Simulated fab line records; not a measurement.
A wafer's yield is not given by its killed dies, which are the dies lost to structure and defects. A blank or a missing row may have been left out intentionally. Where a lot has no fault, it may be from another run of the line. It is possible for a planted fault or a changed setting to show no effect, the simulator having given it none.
Which tool did it? + flow gf180mcu + Sampling: 14 lots, 42 wafers, 4 of 602 route steps

WHAT THE GAUGES SHOWED, per wafer
GF_PASSIVATION_BOW_MEAS_14. Usual: PASSIVATION_BOW 139 um, standard deviation 12.
| lot  | measured     | on            | PASSIVATION_BOW (um) | flag |
|------|--------------|---------------|----------------------|------|
| L660 | day 29 06:14 | film metro-03 | 136 130 109          |      |
| L661 | day 29 10:13 | film metro-04 | 133 122 147          |      |
| L662 | day 29 18:32 | film metro-03 | 155 159 142          |      |
| L663 | day 29 18:47 | film metro-02 | 147 139 144          |      |
| L664 | day 30 13:25 | film metro-04 | 127 116 115          |      |
| L665 | day 30 18:15 | film metro-02 | 147 136 153          |      |
| L671 | day 32 13:47 | film metro-04 | 111 107 122          |      |
| L672 | day 32 18:44 | film metro-03 | 138 132 144          |      |
| L675 | day 33 06:15 | film metro-03 | 156 142 150          |      |
| L678 | day 33 22:04 | film metro-03 | 131 141 145          |      |
| L679 | day 33 23:11 | film metro-02 | 140 123 125          |      |
| L681 | day 34 13:14 | film metro-03 | 146 132 139          |      |
| L682 | day 34 16:11 | film metro-02 | 133 146 154          |      |
| L683 | day 34 20:51 | film metro-02 | 145 135 140          |      |

WHAT TOOL EACH LOT RAN ON (gives the tool, then ch and the chambers of the sampled wafers, and finally the start)
| lot  | GF_CONTACT_ETCH_17                 | GF_V5_CVD_23                  | GF_V5_CMP_26                  |
|------|------------------------------------|-------------------------------|-------------------------------|
| L660 | rie diel-01 ch 2,3, day 16 10:00   | cvd w-01 ch 0,1, day 27 11:59 | cmp-02 ch 1,2, day 27 12:14   |
| L661 | rie diel-02 ch 2,3, day 16 13:00   | cvd w-02 ch 0,1, day 27 15:17 | cmp-01 ch 0,1, day 27 15:32   |
| L662 | rie diel-03 ch 0,2,3, day 16 22:00 | cvd w-02 ch 0,1, day 28 00:08 | cmp-01 ch 1,2,3, day 28 00:28 |
| L663 | rie diel-01 ch 0,2,3, day 16 23:00 | cvd w-01 ch 0,1, day 28 00:08 | cmp-02 ch 0,1,2, day 28 00:26 |
| L664 | rie diel-01 ch 1,2,3, day 17 23:00 | cvd w-02 ch 0,1, day 28 19:45 | cmp-02 ch 0,3, day 28 20:05   |
| L665 | rie diel-02 ch 0,2,3, day 18 05:00 | cvd w-02 ch 0,1, day 29 00:46 | cmp-02 ch 1,2,3, day 29 01:32 |
| L671 | rie diel-01 ch 1,2,3, day 20 14:00 | cvd w-01 ch 0,1, day 30 23:52 | cmp-02 ch 1,2, day 31 00:09   |
| L672 | rie diel-01 ch 0,3, day 20 20:00   | cvd w-02 ch 0,1, day 31 04:36 | cmp-02 ch 2,3, day 31 05:01   |
| L675 | rie diel-03 ch 1,2, day 21 15:00   | cvd w-02 ch 0,1, day 31 17:16 | cmp-02 ch 0,1,3, day 31 17:43 |
| L678 | rie diel-03 ch 1,2,3, day 22 11:00 | cvd w-02 ch 0,1, day 32 09:45 | cmp-02 ch 1,3, day 32 10:05   |
| L679 | rie diel-02 ch 0,1,2, day 22 15:00 | cvd w-02 ch 0,1, day 32 11:05 | cmp-02 ch 0,2,3, day 32 11:22 |
| L681 | rie diel-01 ch 1,2, day 23 14:00   | cvd w-01 ch 0,1, day 33 02:55 | cmp-02 ch 1,2,3, day 33 03:22 |
| L682 | rie diel-01 ch 1,2, day 23 19:00   | cvd w-02 ch 0,1, day 33 06:22 | cmp-02 ch 0,2, day 33 06:37   |
| L683 | rie diel-01 ch 1,3, day 24 03:00   | cvd w-01 ch 0,1, day 33 11:26 | cmp-01 ch 1,2,3, day 33 11:46 |
- GF_CONTACT_ETCH_17: etches SiO2 in C4F8/O2/Ar, stops on CoSi2, target depth 860 nm.
- GF_V5_CVD_23: deposits W, target thk 350 nm, time 104.9 s.
- GF_V5_CMP_26: polishes, stops on SiO2, t overpolish 15 s, target thk 0 nm.

AS READ BY THE TOOLS THEMSELVES (means over the sampled wafers that have a number; for cases with no such wafer, the mark the record gives instead)
GF_CONTACT_ETCH_17. Usual: oes product au 0.815 a.u., standard deviation 0.0054.
| lot  | tool        | oes product au (a.u.) | flag |
|------|-------------|-----------------------|------|
| L660 | rie diel-01 | 0.813                 |      |
| L661 | rie diel-02 | 0.817                 |      |
| L662 | rie diel-03 | 0.814                 |      |
| L663 | rie diel-01 | 0.816                 |      |
| L664 | rie diel-01 | 0.816                 |      |
| L665 | rie diel-02 | 0.815                 |      |
| L671 | rie diel-01 | 0.818                 |      |
| L672 | rie diel-01 | 0.811                 |      |
| L675 | rie diel-03 | 0.813                 |      |
| L678 | rie diel-03 | 0.808                 |      |
| L679 | rie diel-02 | 0.809                 |      |
| L681 | rie diel-01 | 0.819                 |      |
| L682 | rie diel-01 | 0.814                 |      |
| L683 | rie diel-01 | 0.812                 |      |

GF_V5_CVD_23. Usual: chamber pressure Torr 40.01 Torr, standard deviation 0.087; heater power w 818 W, standard deviation 67; susceptor temp C 400.03 C, standard deviation 0.25.
| lot  | tool     | chamber pressure Torr (Torr) | heater power w (W) | susceptor temp C (C) | flag |
|------|----------|------------------------------|--------------------|----------------------|------|
| L660 | cvd w-01 | 39.99                        | 868                | 399.88               |      |
| L661 | cvd w-02 | 39.94                        | 771                | 400.04               |      |
| L662 | cvd w-02 | 40.00                        | 759                | 400.02               |      |
| L663 | cvd w-01 | 39.93                        | 901                | 399.74               |      |
| L664 | cvd w-02 | 40.04                        | 763                | 400.09               |      |
| L665 | cvd w-02 | 40.01                        | 761                | 400.33               |      |
| L671 | cvd w-01 | 39.91                        | 910                | 400.26               |      |
| L672 | cvd w-02 | 39.94                        | 773                | 399.68               |      |
| L675 | cvd w-02 | 39.99                        | 772                | 400.25               |      |
| L678 | cvd w-02 | 39.92                        | 775                | 400.09               |      |
| L679 | cvd w-02 | 39.89                        | 760                | 400.01               |      |
| L681 | cvd w-01 | 39.99                        | 915                | 400.01               |      |
| L682 | cvd w-02 | 40.02                        | 787                | 399.90               |      |
| L683 | cvd w-01 | 39.96                        | 877                | 399.94               |      |

GF_V5_CMP_26. Usual: motor current A 10.8 A, standard deviation 0.72; overpolish run s 15.000 s, standard deviation 0.009; retaining ring pressure frac 1.000, standard deviation 0.0051; time to endpoint s 85 s, standard deviation 3.1.
| lot  | tool   | motor current A (A) | overpolish run s (s) | retaining ring pressure frac | time to endpoint s (s) | flag |
|------|--------|---------------------|----------------------|------------------------------|------------------------|------|
| L660 | cmp-02 | 10.1                | 15.005               | 0.995                        | 81                     |      |
| L661 | cmp-01 | 10.8                | 14.999               | 1.000                        | 83                     |      |
| L662 | cmp-01 | 11.0                | 15.006               | 1.000                        | 84                     |      |
| L663 | cmp-02 | 10.7                | 15.002               | 0.996                        | 81                     |      |
| L664 | cmp-02 | 11.3                | 15.007               | 0.996                        | 83                     |      |
| L665 | cmp-02 | 10.7                | 15.000               | 0.993                        | 84                     |      |
| L671 | cmp-02 | 10.0                | 14.996               | 1.003                        | 83                     |      |
| L672 | cmp-02 | 10.9                | 15.002               | 1.002                        | 83                     |      |
| L675 | cmp-02 | 10.9                | 15.008               | 0.999                        | 86                     |      |
| L678 | cmp-02 | 10.9                | 15.007               | 1.000                        | 85                     |      |
| L679 | cmp-02 | 11.0                | 15.006               | 1.001                        | 88                     |      |
| L681 | cmp-02 | 10.5                | 14.999               | 1.005                        | 85                     |      |
| L682 | cmp-02 | 10.4                | 15.005               | 0.997                        | 85                     |      |
| L683 | cmp-01 | 11.3                | 15.002               | 1.000                        | 85                     |      |

THE ANSWER, worked out from the rows above alone
Rule: take the mean of a lot's wafers that have a number; if it is more than 3 standard deviations from the usual mean, the lot is off. A lot without any number at a reading at which 4 lots or more have one is off too. Any other lot the step has rows for is counted as sound. The gauges are gone through in route order, then the tools' own readings, and for those a lot's mean is taken as printed above. At the first step where some lot is off, the reading lying furthest off is the one used; lots without a number count as furthest.
None of the lots is off at any reading shown; this tells nothing.

WHAT WAS PUT IN BY THE SIMULATOR
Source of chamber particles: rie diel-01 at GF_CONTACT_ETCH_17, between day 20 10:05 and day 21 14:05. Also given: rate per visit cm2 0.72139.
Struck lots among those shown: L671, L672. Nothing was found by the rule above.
